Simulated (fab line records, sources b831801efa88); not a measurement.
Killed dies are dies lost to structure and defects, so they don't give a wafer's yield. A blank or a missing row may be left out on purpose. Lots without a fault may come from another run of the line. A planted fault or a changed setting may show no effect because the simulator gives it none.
fab line records | flow sky130 | part 1 of 2: steps 1 to 28 of 37
record lots=5 wafers=15 last_day=49
route steps=708 shown LI_CONTACT@372 LOCAL_INTERCONNECT@387 CONTACT@406
lots that met no fault: from a run of the same line without faults
start_h: hours from the record's first day to the start of the lot's first wafer shown | wait_h: hours since the lot's step before | " the same as in the row above | L1.1+2: a row that stands for several wafers | - no value, or no start given | * or withheld: withheld | < > ~ a bound
route shown NAME@n: a module of which the file shows steps, and the number in the route of the first | usual: mean/standard deviation of fault-free wafers | same: alike in all rows | chamber/n: place in a boat | sites: the reading at each site | _std_site: their standard deviation | _edge_site: outer sites' mean less inner sites' | radius_mm: how far each site lies from the wafer's centre | mask NAME#n: copy n | behind: the tool/chamber that last shaped the wafer | hold: why the lot was held/for how many hours/how that ended | device: the transistor (n, p or np) that didn't switch | end of line: the same wafers' tests at the end of the route | a step without rows: its recipe alone | killed: dies lost to structure and defects at the first sort, not the wafer's yield | map: a wafer's dies, x killed, . not, _ none there
set.NAME: the setting as run; set.NAME@STEP: as run at that earlier step | model.NAME: the simulator's own value behind a step, which no gauge read
lots at some steps of the route; a table a step, a row a wafer
services: from which hour (start_h, from the record's first day; less than 0 if before it) a tool's chamber was out of use, for how many hours, and why
## steps
# step SKY_LI_CONTACT_PEB_10
# recipe peb_temp_c=withheld peb_time_s=withheld resist=KrF-thick
# columns lot.wafer tool chamber start_h wait_h
L078.1+3+6 litho_track-04 0 - -
L080.2+4+6 litho_track-03 0 - -
L086.1+5+6 litho_track-02 0 - -
L089.1+3+5 litho_track-02 0 - -
L090.3+4+6 litho_track-04 0 - -
# step SKY_LI_CONTACT_DEVELOP_11
# recipe develop_time_s=60 resist=KrF-thick dev_temp_c=21
# usual developer_temp_C=21.00/0.12
# columns lot.wafer tool chamber start_h wait_h developer_temp_C
L078.1 litho_track-04 0 - - 20.74
L078.3 " 0 " " 20.95
L078.6 " 0 " " 20.89
L080.2 litho_track-03 0 - - 20.92
L080.4 " 0 " " 20.93
L080.6 " 0 " " 20.99
L086.1 litho_track-02 0 - - 21.01
L086.5 " 0 " " 21.02
L086.6 " 0 " " 21.13
L089.1 litho_track-02 0 - - 21.09
L089.3 " 0 " " 21.13
L089.5 " 0 " " 20.97
L090.3 litho_track-04 0 - - 21.03
L090.4 " 0 " " 21.32
L090.6 " 0 " " 21.24
# step SKY_LI_CONTACT_CD_MEAS_12
# recipe target_cd_nm=170
# usual cd_nm=170.8/1.6
# columns lot.wafer tool chamber start_h wait_h cd_nm
L078.1 cd_sem-01 - 703.65 - 169.7
L078.3 " - " " 168.4
L078.6 " - " " 170.7
L080.2 cd_sem-01 - 729.65 - 172.0
L080.4 " - " " 170.9
L080.6 " - " " 172.6
L086.1 cd_sem-02 - 770.42 - 168.2
L086.5 " - " " 168.3
L086.6 " - " " 169.8
L089.1 cd_sem-01 - 798.37 - 170.4
L089.3 " - " " 170.8
L089.5 " - " " 169.6
L090.3 cd_sem-02 - 804.69 - 174.8
L090.4 " - " " 174.7
L090.6 " - " " 174.0
# step SKY_LI_CONTACT_OVL_MEAS_13
# usual LI_CONTACT_OVL=-1/4.7
# columns lot.wafer tool chamber start_h wait_h LI_CONTACT_OVL[nm]
L078.1 overlay-02 - 703.77 0.1 -2
L078.3 " - " " -4
L078.6 " - " " 3
L080.2 overlay-02 - 729.76 0.1 4
L080.4 " - " " 0
L080.6 " - " " 4
L086.1 overlay-02 - 770.54 0.1 -1
L086.5 " - " " -3
L086.6 " - " " -4
L089.1 overlay-02 - 798.49 0.1 1
L089.3 " - " " -1
L089.5 " - " " 2
L090.3 overlay-02 - 804.78 0.1 -1
L090.4 " - " " -6
L090.6 " - " " 1
# step SKY_LI_CONTACT_ETCH_14
# recipe chemistry=N2/H2 target=BARC ion_energy_ev=200 source_w=500 bias_w=100 pressure_mtorr=30 n2_flow_sccm=100 h2_flow_sccm=200 stop_on=SiO2 time_s=45.9 target_depth_a=600
# usual drypump_motor_current_A=5.8/0.48 oes_product_au=0.854/0.0042 throttle_valve_pct=13.225/0.009
# columns lot.wafer tool chamber start_h wait_h drypump_motor_current_A oes_product_au rf_hours_counter_h throttle_valve_pct
L078.1 rie_diel-01 3 703.80 0.0 6.4 0.852 3 13.220
L078.3 " 0 " " 6.3 0.860 21 13.221
L078.6 " 2 " " 6.2 0.852 - 13.219
L080.2 rie_diel-02 0 729.79 0.0 6.0 0.852 47 13.220
L080.4 " 2 " " 5.9 0.859 16 13.218
L080.6 " 2 " " 5.9 0.851 - 13.218
L086.1 rie_diel-01 3 770.57 0.0 6.4 0.857 4 13.223
L086.5 " 0 " " 6.2 0.852 - 13.226
L086.6 " 1 " " 5.3 0.848 - 13.224
L089.1 rie_diel-02 1 798.52 0.0 5.2 0.850 6 13.226
L089.3 " 2 " " 5.9 0.843 18 13.230
L089.5 " 2 " " 5.9 0.850 - 13.222
L090.3 rie_diel-02 1 804.80 0.0 5.2 0.858 6 13.219
L090.4 " 3 " " 6.1 0.846 3 13.219
L090.6 " 3 " " 6.1 0.853 - 13.218
# step SKY_LI_CONTACT_ETCH_15
# recipe target=PSG chemistry=C4F8/O2/Ar stop_on=Si taper_deg=4.15 mask_material=KrF-thick source_w=1500 bias_w=1200 pressure_mtorr=40 c4f8_flow_sccm=withheld O2_flow_sccm=6 Ar_flow_sccm=300 time_s=withheld target_depth_a=6000
# usual oes_product_au=0.836/0.0047
# columns lot.wafer tool chamber start_h wait_h oes_product_au
L078.1 rie_diel-01 3 703.84 0.0 0.838
L078.3 " 0 " " 0.836
L078.6 " 2 " " 0.838
L080.2 rie_diel-02 0 729.83 0.0 0.839
L080.4 " 2 " " 0.833
L080.6 " 2 " " 0.837
L086.1 rie_diel-01 3 770.61 0.0 0.837
L086.5 " 0 " " 0.833
L086.6 " 1 " " 0.841
L089.1 rie_diel-02 1 798.56 0.0 0.831
L089.3 " 2 " " 0.823
L089.5 " 2 " " 0.833
L090.3 rie_diel-02 1 804.84 0.0 0.841
L090.4 " 3 " " 0.831
L090.6 " 3 " " 0.835
# step SKY_LI_CONTACT_STRIP_16
# recipe chemistry=O2/N2 power_w=1400 pressure_mtorr=1500 platen_temp_c=withheld o2_flow_sccm=3000 n2_flow_sccm=300 overash_fraction=0.5
# usual drypump_motor_current_A=5.9/0.64 oes_product_au=0.375/0.0046 strip_time_to_endpoint_s=3.491/0.029
# columns lot.wafer tool chamber start_h wait_h drypump_motor_current_A oes_product_au rf_hours_counter_h strip_time_to_endpoint_s
L078.1 plasma_asher-01 1 703.93 - 6.0 0.375 28 3.454
L078.3 " 0 " " 6.6 0.374 - 3.477
L078.6 " 1 " " 6.0 0.379 - 3.460
L080.2 plasma_asher-03 0 729.91 - 6.7 0.373 56 3.517
L080.4 " 1 " " 5.9 0.375 - 3.482
L080.6 " 0 " " 6.7 0.377 - 3.484
L086.1 plasma_asher-04 1 770.70 - 5.3 0.372 95 3.507
L086.5 " 0 " " 5.0 0.370 - 3.495
L086.6 " 1 " " 5.3 0.370 - 3.494
L089.1 plasma_asher-01 1 798.65 - 6.0 0.383 37 3.499
L089.3 " 0 " " 6.6 0.379 - 3.458
L089.5 " 1 " " 6.0 0.374 - 3.482
L090.3 plasma_asher-03 0 804.96 - 6.7 0.375 - 3.511
L090.4 " 1 " " 5.9 0.373 - 3.492
L090.6 " 1 " " 5.9 0.373 - 3.508
# step SKY_LI_CONTACT_CLEAN_17
# recipe chemistry=NMP time_s=600 temp_c=60 dry=n2_spin
# columns lot.wafer tool chamber start_h wait_h
L078.1+3+6 wet_bench-01 2 704.03 0.1
L080.2+4+6 wet_bench-03 2 730.01 0.1
L086.1+5+6 wet_bench-01 2 770.80 0.1
L089.1+3+5 wet_bench-04 3 798.75 0.1
L090.3+4+6 wet_bench-04 0 805.03 0.0
# step SKY_LI_CONTACT_PRE_CLEAN_18
# recipe gas=Ar time_s=5.6 bias_v=358
# columns lot.wafer tool chamber start_h wait_h
L078.1+3+6 pvd_sputter-04 - 704.20 0.0
L080.2+4+6 pvd_sputter-01 - 730.20 0.0
L086.1+5+6 pvd_sputter-01 - 770.99 0.0
L089.1+3+5 pvd_sputter-01 - 798.94 0.0
L090.3+4+6 pvd_sputter-04 - 805.20 0.0
# step SKY_LI_CONTACT_SPUTTER_19
# recipe material=Ti target_thk_nm=20 chamber_pressure_pa=5 power_w=2500 substrate_temp_c=200 time_s=106.37
# usual throttle_valve_pct=29.9/0.87
# columns lot.wafer tool chamber start_h wait_h throttle_valve_pct
L078.1 pvd_sputter-04 - 704.22 0.0 29.0
L078.3 " - " " 29.3
L078.6 " - " " 28.9
L080.2 pvd_sputter-01 - 730.22 0.0 31.4
L080.4 " - " " 29.3
L080.6 " - " " 29.3
L086.1 pvd_sputter-01 - 771.01 0.0 29.1
L086.5 " - " " 29.2
L086.6 " - " " 29.9
L089.1 pvd_sputter-01 - 798.96 0.0 29.1
L089.3 " - " " 29.2
L089.5 " - " " 29.2
L090.3 pvd_sputter-04 - 805.22 0.0 28.6
L090.4 " - " " 29.5
L090.6 " - " " 28.7
# step SKY_LI_CONTACT_SPUTTER_20
# recipe material=TiN target_thk_nm=20 chamber_pressure_pa=5 power_w=4000 time_s=80
# usual throttle_valve_pct=29.9/0.88
# columns lot.wafer tool chamber start_h wait_h throttle_valve_pct
L078.1 pvd_sputter-04 - 704.30 0.0 29.3
L078.3 " - " " 29.4
L078.6 " - " " 28.4
L080.2 pvd_sputter-01 - 730.30 0.0 31.3
L080.4 " - " " 29.3
L080.6 " - " " 29.1
L086.1 pvd_sputter-01 - 771.09 0.0 28.9
L086.5 " - " " 29.2
L086.6 " - " " 29.7
L089.1 pvd_sputter-01 - 799.04 0.0 28.9
L089.3 " - " " 29.3
L089.5 " - " " 29.0
L090.3 pvd_sputter-04 - 805.30 0.0 28.8
L090.4 " - " " 29.2
L090.6 " - " " 28.5
# step SKY_LI_CONTACT_CVD_21
# recipe material=W target_thk_nm=400 time_s=120.56 temp_c=400 pressure_torr=40
# usual heater_power_w=846/83
# columns lot.wafer tool chamber start_h wait_h heater_power_w
L078.1 cvd_w-01 0 704.36 0.0 914
L078.3 " 1 " " 1014
L078.6 " 0 " " 925
L080.2 cvd_w-01 1 730.36 0.0 990
L080.4 " 0 " " 908
L080.6 " 1 " " 996
L086.1 cvd_w-02 1 771.15 0.0 777
L086.5 " 1 " " 739
L086.6 " 0 " " 847
L089.1 cvd_w-01 0 799.10 0.0 934
L089.3 " 0 " " 901
L089.5 " 1 " " 1003
L090.3 cvd_w-02 0 805.40 0.1 848
L090.4 " 1 " " 762
L090.6 " 1 " " 740
# step SKY_LI_CONTACT_RS_MEAS_22
# recipe thk_meas_gauge=four-point-probe reads=W_of_LI_CONTACT_CVD_21+TiN_of_LI_CONTACT_SPUTTER_20+Ti_of_LI_CONTACT_SPUTTER_19
# usual LI_CONTACT_W_RS=0.286/0.0034
# columns lot.wafer tool chamber start_h wait_h LI_CONTACT_W_RS[ohm/sq]
L078.1 film_metro-01 - 704.49 0.1 0.284
L078.3 " - " " 0.286
L078.6 " - " " 0.289
L080.2 film_metro-04 - 730.51 0.1 0.290
L080.4 " - " " 0.283
L080.6 " - " " 0.291
L086.1 film_metro-01 - 771.27 0.1 0.287
L086.5 " - " " 0.283
L086.6 " - " " 0.283
L089.1 film_metro-04 - 799.22 0.1 0.289
L089.3 " - " " 0.289
L089.5 " - " " 0.293
L090.3 film_metro-04 - 805.53 0.1 0.281
L090.4 " - " " 0.280
L090.6 " - " " 0.283
# step SKY_LI_CONTACT_THK_MEAS_23
# recipe thk_meas_gauge=xrf reads=W_of_LI_CONTACT_CVD_21
# usual LI_CONTACT_W_THK=394/5.1
# columns lot.wafer tool chamber start_h wait_h LI_CONTACT_W_THK[nm]
L078.1 film_metro-01 - 704.61 0.1 390
L078.3 " - " " 389
L078.6 " - " " 388
L080.2 film_metro-04 - 730.62 0.1 392
L080.4 " - " " 402
L080.6 " - " " 393
L086.1 film_metro-01 - 771.39 0.1 386
L086.5 " - " " 390
L086.6 " - " " 389
L089.1 film_metro-04 - 799.34 0.1 389
L089.3 " - " " 391
L089.5 " - " " 387
L090.3 film_metro-04 - 805.63 0.1 400
L090.4 " - " " 404
L090.6 " - " " 399
# step SKY_LI_CONTACT_CMP_24
# recipe stop_on=PSG t_overpolish_s=20 down_force_psi=3.5 platen_rpm=60 target_thk_nm=0 pad_velocity_m_s=0.94248
# usual motor_current_A=11.5/0.9 overpolish_run_s=19.998/0.0097 platen_rpm=59.99/0.037 time_to_endpoint_s=96/3.7
# columns lot.wafer tool chamber start_h wait_h motor_current_A overpolish_run_s platen_rpm time_to_endpoint_s
L078.3 cmp-02 1 704.67 0.0 11.2 19.993 59.96 94
L078.1 " 3 " " 12.0 20.000 59.97 92
L078.6 " 1 " " 10.6 20.005 60.00 90
L080.2 cmp-01 3 730.72 0.1 10.9 19.992 60.03 96
L080.4 " 1 " " 11.6 20.010 59.96 96
L080.6 " 2 " " 11.0 19.990 59.95 101
L086.1 cmp-02 1 771.60 0.2 10.2 20.001 60.00 96
L086.5 " 2 " " 12.7 20.003 59.98 102
L086.6 " 3 " " 12.0 20.006 60.01 95
L089.3 cmp-02 0 799.45 0.1 10.1 19.997 59.97 90
L089.1 " 1 " " 10.4 20.002 59.99 93
L089.5 " 0 " " 10.3 19.989 59.94 92
L090.4 cmp-01 3 805.72 0.1 11.5 20.006 59.98 98
L090.3 " 0 " " 12.3 19.992 59.97 97
L090.6 " 2 " " 10.7 20.005 59.92 100
# step SKY_LOCAL_INTERCONNECT_SPUTTER_00
# recipe material=TiN target_thk_nm=100 temp_c=300 power_w=6500 time_s=83.3 chamber_pressure_pa=0.4
# usual throttle_valve_pct=30.2/0.89
# columns lot.wafer tool chamber start_h wait_h throttle_valve_pct
L078.1 pvd_sputter-01 - 704.97 0.1 29.1
L078.3 " - " " 31.1
L078.6 " - " " 29.1
L080.2 pvd_sputter-03 - 730.97 0.2 30.3
L080.4 " - " " 30.1
L080.6 " - " " 30.3
L086.1 pvd_sputter-03 - 771.75 0.1 31.3
L086.5 " - " " 28.8
L086.6 " - " " 30.4
L089.1 pvd_sputter-03 - 799.70 0.1 30.3
L089.3 " - " " 31.4
L089.5 " - " " 30.2
L090.3 pvd_sputter-03 - 805.97 0.1 28.6
L090.4 " - " " 31.6
L090.6 " - " " 30.4
# step SKY_LOCAL_INTERCONNECT_RS_MEAS_01
# recipe thk_meas_gauge=four-point-probe reads=TiN_of_LOCAL_INTERCONNECT_SPUTTER_00
# usual LOCAL_INTERCONNECT_TIN_RS=14.16/0.14
# columns lot.wafer tool chamber start_h wait_h LOCAL_INTERCONNECT_TIN_RS[ohm/sq]
L078.1 film_metro-04 - 705.03 0.0 13.97
L078.3 " - " " 14.09
L078.6 " - " " 14.11
L080.2 film_metro-04 - 731.05 0.1 14.11
L080.4 " - " " 14.03
L080.6 " - " " 14.09
L086.1 film_metro-02 - 771.82 0.0 14.27
L086.5 " - " " 14.28
L086.6 " - " " 14.29
L089.1 film_metro-03 - 799.77 0.0 14.21
L089.3 " - " " 14.29
L089.5 " - " " 14.19
L090.3 film_metro-02 - 806.07 0.1 14.42
L090.4 " - " " 14.46
L090.6 " - " " 14.28
# step SKY_LOCAL_INTERCONNECT_THK_MEAS_02
# recipe thk_meas_gauge=xrf reads=TiN_of_LOCAL_INTERCONNECT_SPUTTER_00
# usual LOCAL_INTERCONNECT_TIN_THK=98.8/0.93
# columns lot.wafer tool chamber start_h wait_h LOCAL_INTERCONNECT_TIN_THK[nm]
L078.1 film_metro-04 - 705.15 0.1 99.4
L078.3 " - " " 98.6
L078.6 " - " " 98.8
L080.2 film_metro-04 - 731.16 0.1 98.8
L080.4 " - " " 99.9
L080.6 " - " " 98.5
L086.1 film_metro-02 - 771.94 0.1 98.3
L086.5 " - " " 98.2
L086.6 " - " " 98.0
L089.1 film_metro-03 - 799.89 0.1 98.9
L089.3 " - " " 97.9
L089.5 " - " " 99.2
L090.3 film_metro-02 - 806.17 0.1 97.8
L090.4 " - " " 97.4
L090.6 " - " " 98.5
# step SKY_LOCAL_INTERCONNECT_DEHYDRATE_03
# recipe temp_c=200 time_s=60
# columns lot.wafer tool chamber start_h wait_h
L078.1+3+6 litho_track-03 0 718.68 13.5
L080.2+4+6 litho_track-01 0 744.25 13.1
L086.1+5+6 litho_track-01 0 784.87 12.9
L089.1+3+5 litho_track-04 0 813.05 13.2
L090.3+4+6 litho_track-04 0 818.85 12.7
# step SKY_LOCAL_INTERCONNECT_HMDS_04
# recipe prime_time_s=60 prime_temp_c=120
# columns lot.wafer tool chamber start_h wait_h
L078.1+3+6 litho_track-03 0 718.83 0.1
L080.2+4+6 litho_track-01 0 744.40 0.1
L086.1+5+6 litho_track-01 0 785.02 0.1
L089.1+3+5 litho_track-04 0 813.20 0.1
L090.3+4+6 litho_track-04 0 819.00 0.1
# step SKY_LOCAL_INTERCONNECT_COAT_05
# recipe resist=BARC temp_c=withheld time_s=withheld spin_rpm=3000 resist_thk_nm=60
# columns lot.wafer tool chamber start_h wait_h
L078.1+3+6 litho_track-03 0 718.98 0.1
L080.2+4+6 litho_track-01 0 744.55 0.1
L086.1+5+6 litho_track-01 0 785.17 0.1
L089.1+3+5 litho_track-04 0 813.35 0.1
L090.3+4+6 litho_track-04 0 819.15 0.1
# step SKY_LOCAL_INTERCONNECT_COAT_06
# recipe resist=KrF-thick spin_rpm=3000 resist_thk_nm=450
# columns lot.wafer tool chamber start_h wait_h
L078.1+3+6 litho_track-03 0 - -
L080.2+4+6 litho_track-01 0 - -
L086.1+5+6 litho_track-01 0 - -
L089.1+3+5 litho_track-04 0 - -
L090.3+4+6 litho_track-04 0 - -
# step SKY_LOCAL_INTERCONNECT_SOFTBAKE_07
# recipe temp_c=100 time_s=90 resist=KrF-thick
# columns lot.wafer tool chamber start_h wait_h
L078.1+3+6 litho_track-03 0 - -
L080.2+4+6 litho_track-01 0 - -
L086.1+5+6 litho_track-01 0 - -
L089.1+3+5 litho_track-04 0 - -
L090.3+4+6 litho_track-04 0 - -
# step SKY_LOCAL_INTERCONNECT_EXPOSE_08
# recipe mask_id=LI1M na=0.8 source_shape=annular sigma_inner=0.55 sigma_outer=0.85 target_cd_nm=170 dose_mj=28
# usual reticle_temp_C=23.02/0.11
# columns lot.wafer tool chamber start_h wait_h mask reticle_temp_C
L078.1 krf_scanner-02 0 - - LI1M#0 22.95
L078.3 " 0 " " LI1M#0 22.96
L078.6 " 0 " " LI1M#0 22.92
L080.2 krf_scanner-02 0 - - LI1M#0 23.17
L080.4 " 0 " " LI1M#0 22.95
L080.6 " 0 " " LI1M#0 22.81
L086.1 krf_scanner-02 0 - - LI1M#0 23.05
L086.5 " 0 " " LI1M#0 23.00
L086.6 " 0 " " LI1M#0 23.16
L089.1 krf_scanner-02 0 - - LI1M#0 22.87
L089.3 " 0 " " LI1M#0 22.91
L089.5 " 0 " " LI1M#0 22.83
L090.3 krf_scanner-02 0 - - LI1M#0 22.82
L090.4 " 0 " " LI1M#0 22.89
L090.6 " 0 " " LI1M#0 23.08
# step SKY_LOCAL_INTERCONNECT_PEB_09
# recipe peb_temp_c=withheld peb_time_s=withheld resist=KrF-thick
# columns lot.wafer tool chamber start_h wait_h
L078.1+3+6 litho_track-01 0 - -
L080.2+4+6 litho_track-01 0 - -
L086.1+5+6 litho_track-04 0 - -
L089.1+3+5 litho_track-04 0 - -
L090.3+4+6 litho_track-03 0 - -
# step SKY_LOCAL_INTERCONNECT_DEVELOP_10
# recipe develop_time_s=60 resist=KrF-thick dev_temp_c=21
# usual developer_temp_C=21.02/0.098
# columns lot.wafer tool chamber start_h wait_h developer_temp_C
L078.1 litho_track-01 0 - - 21.04
L078.3 " 0 " " 21.06
L078.6 " 0 " " 21.04
L080.2 litho_track-01 0 - - 21.06
L080.4 " 0 " " 21.17
L080.6 " 0 " " 21.00
L086.1 litho_track-04 0 - - 20.96
L086.5 " 0 " " 21.05
L086.6 " 0 " " 20.86
L089.1 litho_track-04 0 - - 20.99
L089.3 " 0 " " 20.94
L089.5 " 0 " " 20.98
L090.3 litho_track-03 0 - - 20.93
L090.4 " 0 " " 21.02
L090.6 " 0 " " 21.01
# step SKY_LOCAL_INTERCONNECT_CD_MEAS_11
# recipe target_cd_nm=170
# usual cd_nm=169.4/1.6
# columns lot.wafer tool chamber start_h wait_h cd_nm
L078.1 cd_sem-01 - 732.67 - 167.9
L078.3 " - " " 168.3
L078.6 " - " " 167.3
L080.2 cd_sem-01 - 758.14 - 168.5
L080.4 " - " " 168.9
L080.6 " - " " 168.0
L086.1 cd_sem-02 - 798.40 - 166.8
L086.5 " - " " 166.7
L086.6 " - " " 166.6
L089.1 cd_sem-02 - 825.95 - 170.0
L089.3 " - " " 169.6
L089.5 " - " " 170.7
L090.3 cd_sem-01 - 833.37 - 171.0
L090.4 " - " " 169.0
L090.6 " - " " 169.1
# step SKY_LOCAL_INTERCONNECT_OVL_MEAS_12
# usual LOCAL_INTERCONNECT_OVL=6/5.8
# columns lot.wafer tool chamber start_h wait_h LOCAL_INTERCONNECT_OVL[nm]
L078.1 overlay-01 - 732.79 0.1 14
L078.3 " - " " 16
L078.6 " - " " 5
L080.2 overlay-01 - 758.25 0.1 4
L080.4 " - " " 4
L080.6 " - " " 2
L086.1 overlay-01 - 798.52 0.1 8
L086.5 " - " " 7
L086.6 " - " " -2
L089.1 overlay-01 - 826.07 0.1 8
L089.3 " - " " 5
L089.5 " - " " 9
L090.3 overlay-01 - 833.46 0.1 4
L090.4 " - " " 17
L090.6 " - " " 6
